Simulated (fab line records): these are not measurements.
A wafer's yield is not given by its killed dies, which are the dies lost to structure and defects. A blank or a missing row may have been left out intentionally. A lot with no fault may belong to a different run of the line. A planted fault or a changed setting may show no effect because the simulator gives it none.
fab line records    flow gf180mcu
record lots=15  wafers=45  last_day=34
route steps=602 shown POLY_GATE@166 M3@424 V3@431
lots untouched by any fault: they come from a run of this same line in which no faults occurred
start_h: the number of hours between the record's first day and the start of the first shown wafer of the lot    wait_h: how many hours have passed since the lot's step before this one    " as in the row above    L1.1+2: a single row standing in for several wafers    - either no value or no given start    * or withheld: withheld    < > ~ a bound
route shown NAME@n: a module of which the file shows steps, and the number in the route of the first    usual: mean/standard deviation taken from wafers without a fault    same: alike in all rows    chamber/n: place in a boat    sites: the reading at each site    _std_site: standard deviation of those values    _edge_site: mean of outer sites minus mean of inner sites    radius_mm: how far each site lies from the wafer's centre    mask NAME#n: copy n    behind: the most recent tool/chamber to have shaped the wafer    hold: what put the lot on hold/how long, in hours/how the hold closed    device: the n, p or np transistor that did not switch    end of line: the route-end tests of the same wafers    where a step has no rows: the recipe by itself    killed: count of dies lost to structure and defects at first sort (not the wafer's yield)    map: the dies of a wafer, with x for killed, . for not killed, _ for no die there
set.NAME: the setting as run; set.NAME@STEP: as run at that earlier step    model.NAME: the simulator's own value behind a step, which no gauge read
steps of the route over a sample of lots; a table a step, a row a wafer
services: the hour from which a tool's chamber was out of use, counted from the record's first day as start_h (under 0 if before that day), plus the number of hours and why
## steps
# step GF_POLY_GATE_DEVELOP_09
# recipe develop_time_s=60  resist=KrF  dev_temp_c=21
# usual chill_plate_temp_C=22.98/0.11  develop_time_s=60/0
lot.wafer  tool            chamber  start_h  wait_h  chill_plate_temp_C  develop_time_s
L828.3     litho_track-01  0        198.80   0.1     22.93               60
L828.4     "               0        "        "       23.05               60
L828.6     "               0        "        "       22.96               60
L829.2     litho_track-03  0        203.39   0.2     23.02               60
L829.4     "               0        "        "       23.08               60
L829.5     "               0        "        "       23.08               60
L830.4     litho_track-04  0        212.75   0.1     22.87               60
L830.5     "               0        "        "       22.87               60
L830.6     "               0        "        "       22.85               60
L832.1     litho_track-04  0        223.52   0.2     22.92               60
L832.2     "               0        "        "       22.97               60
L832.4     "               0        "        "       22.84               60
L834.2     litho_track-03  0        240.44   0.2     22.98               60
L834.4     "               0        "        "       22.93               60
L834.5     "               0        "        "       23.01               60
L836.1     litho_track-04  0        252.57   0.2     22.95               60
L836.2     "               0        "        "       23.20               60
L836.6     "               0        "        "       23.03               60
L837.2     litho_track-01  0        261.43   0.2     23.16               60
L837.3     "               0        "        "       23.18               60
L837.5     "               0        "        "       23.14               60
L840.3     litho_track-04  0        280.37   0.1     22.78               60
L840.5     "               0        "        "       22.91               60
L840.6     "               0        "        "       22.92               60
L842.3     litho_track-03  0        299.12   0.1     23.06               60
L842.4     "               0        "        "       23.00               60
L842.5     "               0        "        "       23.10               60
L843.2     litho_track-01  0        311.13   0.2     23.02               60
L843.3     "               0        "        "       22.91               60
L843.6     "               0        "        "       23.03               60
L845.1     litho_track-04  0        326.17   0.2     23.19               60
L845.2     "               0        "        "       23.00               60
L845.5     "               0        "        "       23.14               60
L846.1     litho_track-01  -        326.60   0.2     -                   -
L846.3     "               -        "        "       -                   -
L846.5     "               -        "        "       -                   -
L847.2     litho_track-03  -        332.79   0.2     -                   -
L847.3     "               -        "        "       -                   -
L847.5     "               -        "        "       -                   -
L848.2     litho_track-01  -        341.03   0.2     -                   -
L848.4     "               -        "        "       -                   -
L848.5     "               -        "        "       -                   -
L850.2     litho_track-03  0        357.59   0.2     23.01               60
L850.3     "               0        "        "       22.96               60
L850.5     "               0        "        "       23.03               60
# step GF_M3_OVL_MEAS_15
# usual M3_OVL=-3/5.6
lot.wafer  tool        chamber  start_h  wait_h  M3_OVL[nm]
L828.3     overlay-01  -        485.53   0.1     -2
L828.4     "           -        "        "       3
L828.6     "           -        "        "       -5
L829.2     overlay-01  -        496.47   0.1     3
L829.4     "           -        "        "       2
L829.5     "           -        "        "       -5
L830.4     overlay-01  -        506.39   0.1     4
L830.5     "           -        "        "       -4
L830.6     "           -        "        "       -8
L832.1     overlay-01  -        521.87   0.1     -3
L832.2     "           -        "        "       -6
L832.4     "           -        "        "       0
L834.2     overlay-02  -        540.87   0.1     -2
L834.4     "           -        "        "       -1
L834.5     "           -        "        "       -6
L836.1     overlay-01  -        558.33   0.1     2
L836.2     "           -        "        "       -14
L836.6     "           -        "        "       -5
L837.2     overlay-01  -        567.44   0.1     -3
L837.3     "           -        "        "       -15
L837.5     "           -        "        "       -15
L840.3     overlay-02  -        589.10   0.1     -10
L840.5     "           -        "        "       -2
L840.6     "           -        "        "       4
L842.3     overlay-01  -        608.73   0.1     0
L842.4     "           -        "        "       1
L842.5     "           -        "        "       -6
L843.2     overlay-02  -        621.27   0.1     -4
L843.3     "           -        "        "       -6
L843.6     "           -        "        "       -7
L845.1     overlay-01  -        638.71   0.1     -2
L845.2     "           -        "        "       -8
L845.5     "           -        "        "       -6
L850.2     overlay-02  -        667.22   0.1     4
L850.3     "           -        "        "       0
L850.5     "           -        "        "       -9
# step GF_M3_METAL_ETCH_16
# recipe chemistry=Cl2/BCl3  mask_material=KrF  target_depth_nm=750.8  stop_on=SiO2  pressure_mtorr=8  icp_w=800  bias_w=140  Cl2_flow_sccm=80  bcl3_flow_sccm=40  time_s=125.1
# usual drypump_motor_current_A=6.1/0.48  oes_product_au=0.990/0.0073  rf_fwd_power_W=796.3/2.5  throttle_valve_pct=28.232/0.011
lot.wafer  tool          chamber  start_h  wait_h  drypump_motor_current_A  oes_product_au  rf_fwd_power_W  rf_hours_counter_h  throttle_valve_pct
L828.3     rie_metal-04  0        485.59   0.1     6.2                      0.982           800.2           -                   28.227
L828.4     "             1        "        "       5.3                      0.989           798.8           -                   28.240
L828.6     "             0        "        "       6.2                      0.986           798.0           -                   28.233
L829.2     rie_metal-03  1        496.50   0.0     6.7                      0.980           797.9           0                   28.232
L829.4     "             0        "        "       5.8                      0.979           797.1           -                   28.250
L829.5     "             1        "        "       6.7                      1.004           800.5           -                   28.221
L830.4     rie_metal-04  1        506.45   0.1     5.3                      0.987           795.3           -                   28.232
L830.5     "             0        "        "       6.2                      0.989           799.6           -                   28.242
L830.6     "             1        "        "       5.3                      0.986           799.3           -                   28.237
L832.1     rie_metal-03  0        521.90   0.0     5.8                      0.981           798.1           5                   28.247
L832.2     "             1        "        "       6.8                      0.994           795.8           1                   28.246
L832.4     "             1        "        "       6.7                      0.996           792.5           -                   28.241
L834.2     rie_metal-03  1        540.90   0.0     6.7                      0.986           793.7           1                   28.247
L834.4     "             0        "        "       5.8                      0.977           791.5           -                   28.236
L834.5     "             1        "        "       6.7                      0.983           794.2           -                   28.239
L836.1     rie_metal-04  0        558.37   0.0     6.2                      0.974           797.4           9                   28.234
L836.2     "             1        "        "       5.3                      0.976           797.7           15                  28.234
L836.6     "             1        "        "       5.3                      0.994           794.9           -                   28.232
L837.2     rie_metal-03  1        567.47   0.0     6.7                      0.985           794.0           2                   28.224
L837.3     "             1        "        "       6.7                      0.997           797.2           -                   28.234
L837.5     "             0        "        "       5.8                      0.978           799.1           -                   28.243
L840.3     rie_metal-04  0        589.21   0.1     6.2                      0.992           795.2           -                   28.243
L840.5     "             0        "        "       6.2                      0.991           798.4           -                   28.239
L840.6     "             0        "        "       6.2                      0.995           800.2           -                   28.221
L842.3     rie_metal-02  1        608.79   0.1     6.5                      0.993           796.7           -                   28.230
L842.4     "             0        "        "       6.4                      0.988           803.3           -                   28.217
L842.5     "             0        "        "       6.4                      0.992           800.6           -                   28.235
L843.2     rie_metal-03  0        621.30   0.0     5.8                      0.988           795.6           7                   28.250
L843.3     "             0        "        "       5.8                      0.978           794.0           -                   28.240
L843.6     "             0        "        "       5.8                      0.978           794.1           -                   28.223
L845.1     rie_metal-04  0        638.75   0.0     6.2                      0.986           798.0           13                  28.222
L845.2     "             1        "        "       5.3                      0.988           795.0           1                   28.235
L845.5     "             0        "        "       6.3                      0.986           795.4           -                   28.236
L850.2     rie_metal-04  1        667.25   0.0     5.3                      1.001           799.6           2                   28.241
L850.3     "             0        "        "       6.2                      0.989           791.9           -                   28.216
L850.5     "             0        "        "       6.2                      0.994           793.1           -                   28.218
# step GF_V3_CVD_02
# recipe material=SiO2  target_thk_nm=850  precursor=TEOS  temp_c=400  time_s=94.851  rf_w=600
# usual heater_power_outer_w=394/68  heater_power_w=677/93  rf_fwd_power_W=596.4/2.2
lot.wafer  tool      chamber  start_h  wait_h  heater_power_outer_w  heater_power_w  rf_fwd_power_W  since_wet_clean_h
L828.3     pecvd-02  1        486.35   0.0     438                   744             596.7           520
L828.4     "         0        "        "       312                   584             591.9           -
L828.6     "         1        "        "       470                   769             594.7           -
L829.2     pecvd-02  1        497.30   0.0     418                   707             595.5           531
L829.4     "         1        "        "       460                   747             597.0           -
L829.5     "         2        "        "       271                   472             596.9           -
L830.4     pecvd-02  1        507.23   0.1     386                   636             597.1           -
L830.5     "         0        "        "       328                   608             595.2           -
L830.6     "         2        "        "       324                   546             594.3           -
L832.1     pecvd-03  2        522.73   0.1     377                   694             595.4           348
L832.2     "         0        "        "       459                   798             597.4           348
L832.4     "         1        "        "       378                   636             597.2           -
L834.2     pecvd-02  2        541.70   0.0     323                   537             596.1           575
L834.4     "         0        "        "       338                   625             597.2           -
L834.5     "         1        "        "       455                   729             595.9           -
L836.1     pecvd-02  1        559.17   0.1     494                   781             597.6           593
L836.2     "         2        "        "       361                   613             597.7           593
L836.6     "         2        "        "       273                   480             597.0           -
L837.2     pecvd-03  2        568.27   0.0     361                   692             601.7           394
L837.3     "         0        "        "       398                   714             596.3           394
L837.5     "         2        "        "       393                   702             598.7           -
L840.3     pecvd-02  1        590.08   0.0     391                   656             594.0           624
L840.5     "         0        "        "       294                   575             594.1           -
L840.6     "         1        "        "       449                   709             594.6           -
L842.3     pecvd-04  2        609.61   0.0     422                   714             597.1           4
L842.4     "         0        "        "       407                   696             597.8           -
L842.5     "         2        "        "       445                   766             596.5           -
L843.2     pecvd-03  0        622.13   0.0     392                   700             596.0           448
L843.3     "         2        "        "       375                   691             596.0           448
L843.6     "         2        "        "       393                   715             597.5           -
L845.1     pecvd-04  1        639.58   0.1     437                   693             595.3           34
L845.2     "         2        "        "       434                   766             596.6           34
L845.5     "         1        "        "       464                   721             596.8           -
L850.2     pecvd-03  2        668.04   0.0     291                   594             594.6           493
L850.3     "         0        "        "       439                   790             595.3           493
L850.5     "         2        "        "       346                   649             594.7           -
## services
tool          chamber  start_h  hours  kind
pecvd-04      1        186.62   94.9   repair
pecvd-03      -        209.85   5.5    pm
pecvd-04      -        238.52   2.8    pm
rie_metal-03  1        278.77   7.1    repair
pecvd-03      -        306.15   14.6   pm
pecvd-04      -        325.08   5.5    pm
pecvd-04      1        359.31   8.0    repair
rie_metal-03  0        400.39   10.4   repair
rie_metal-04  -        402.27   2.8    pm
pecvd-03      1        433.13   12.7   repair
rie_metal-03  -        459.06   1.4    pm
pecvd-03      -        468.85   2.8    pm
rie_metal-03  -        484.34   2.8    pm
pecvd-03      0        498.05   4.2    repair
pecvd-03      1        499.11   1.9    repair
pecvd-03      -        509.82   6.0    pm
rie_metal-04  0        518.02   6.3    repair
pecvd-02      -        521.43   4.3    pm
pecvd-03      0        569.63   5.5    repair
pecvd-02      1        591.46   4.8    repair
rie_metal-03  0        602.68   6.2    repair
pecvd-02      0        632.27   22.8   repair
pecvd-02      2        646.06   13.2   repair
rie_metal-04  -        661.41   4.2    repair
## key
first_sign step=GF_POLY_GATE_DEVELOP_09  reading=tool_record  direction=missing
effect none on later readings
met_at GF_POLY_GATE_DEVELOP_09
struck_lots L846,L847,L848
later_rows_left_out L846.1,L846.3,L846.5,L847.2,L847.3,L847.5,L848.2,L848.4,L848.5
sort_left_out L846.1,L846.3,L846.5,L847.2,L847.3,L847.5,L848.2,L848.4,L848.5
tester_left_out L846,L847,L848
not_acting_at GF_M3_OVL_MEAS_15,GF_M3_METAL_ETCH_16,GF_V3_CVD_02
onset_between 311.13 326.60
fault kind=skipped_step_whole  tool=litho_track-01,litho_track-03  chamber=-  onset_h=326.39  steps=GF_POLY_GATE_DEVELOP_09  scope=struck_lots_only
# tester_left_out: of these lots the tester's yield and bins aren't shown, on N5 and GAA mostly nor the transistor test; their killed dies are dies lost to structure and defects alone, not to doping, threshold or leakage, so they don't give the yield
# sort_left_out: the simulated sort isn't trusted on such a fault, so these wafers' sort isn't shown, and their yield isn't known
# later_rows_left_out: the simulator's readings of these wafers behind a module that went badly wrong aren't trusted and aren't shown, but for the sort
